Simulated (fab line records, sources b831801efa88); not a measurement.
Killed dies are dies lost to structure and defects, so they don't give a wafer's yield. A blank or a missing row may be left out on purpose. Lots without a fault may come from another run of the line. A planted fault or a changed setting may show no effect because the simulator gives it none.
Problem report in the 8D (eight disciplines) form, filled by code | flow sfq_line | the parts of the form that need people (team, actions taken, sign-off) are left out

1. THE PROBLEM
run_length_s at SFQ_TRILAYER_A5B_DEP_PECVD_129 reads a mean of 168.2 s on 2 wafers of 2 lots; wafers without a fault read 161.2 s with a standard deviation of 0.45. That is +16 standard deviations from the usual mean.
The step: deposits SiO2 from SiH4/N2O, time 133.33 s, target thk 600 nm.
First seen on wafer L319.5, day 61 08:58, on pecvd-03. The record holds 42 wafers of 14 lots with a number at this step. Rule for "out", or "out of limits": more than 4 standard deviations from the usual mean. The other wafers with a number count as sound.

2. WHAT IT IS AND WHAT IT IS NOT
question                    | is                | is not
which readings at this step | run_length_s      | heater_power_w, throttle_valve_pct
which lots                  | L319, L320        | L307, L308, L309, L310, L311, L312, L318, L323, L325, L326, L327, L328
which wafers of those lots  | L319.5, L320.2    | L319.1, L319.6, L320.4, L320.6
read on which tools         | pecvd-03          | pecvd-01, pecvd-04
when                        | from day 61 08:58 | up to then (23 sound wafers); but 17 sound wafers of L320, L323, L325, L326, L327, L328 came after

3. SUSPECTS, AND WHAT RULES EACH OUT
Counting: a tool at a process step up to the reading stays a suspect if it ran every lot that is out. Sound lots after the first of them don't rule it out here, since some wafers of a struck lot are sound.
- pecvd-03 at SFQ_TRILAYER_A5B_DEP_PECVD_129 (deposits SiO2 from SiH4/N2O, time 133.33 s, target thk 600 nm): kept. It ran every lot that is out, first L319 (day 61 08:58); its last sound lot up to then is L312 (day 52 19:39). Its own readings are out on those wafers: run_length_s.
- Within pecvd-03 at SFQ_TRILAYER_A5B_DEP_PECVD_129: the wafers that are out ran in chamber 1; their sound lot-mates ran in chambers 0, 2.
Left after counting: pecvd-03 at SFQ_TRILAYER_A5B_DEP_PECVD_129.

4. THE CAUSE (what the simulator had put in)
Process parameter drift: pecvd-03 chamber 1, from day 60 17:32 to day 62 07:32, at SFQ_TRILAYER_A5B_DEP_PECVD_129. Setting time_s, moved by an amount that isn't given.
Counting left only this tool.

5. THE CHAIN OF EFFECTS, in route order
Each row: a reading whose mean over the struck wafers that have a number lies more than 3 standard deviations from the usual. Only readings for which the record gives a usual standard deviation are gone through. hours: the time from each lot's start at the first step in this table that gives one to its start at this step, as a median over the lots. sigmas: the change in usual standard deviations.
hours | step                           | reading      | usual   | on struck wafers | change | sigmas
0     | SFQ_TRILAYER_A5B_DEP_PECVD_129 | run_length_s | 161.2 s | 168.2            | +7.1   | +16
The process steps in it:
- SFQ_TRILAYER_A5B_DEP_PECVD_129: deposits SiO2 from SiH4/N2O, time 133.33 s, target thk 600 nm.

6. WHAT WOULD HAVE CAUGHT IT SOONER
In this record the first reading out of limits was taken at day 61 08:58, 15 hours after the fault began at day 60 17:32.
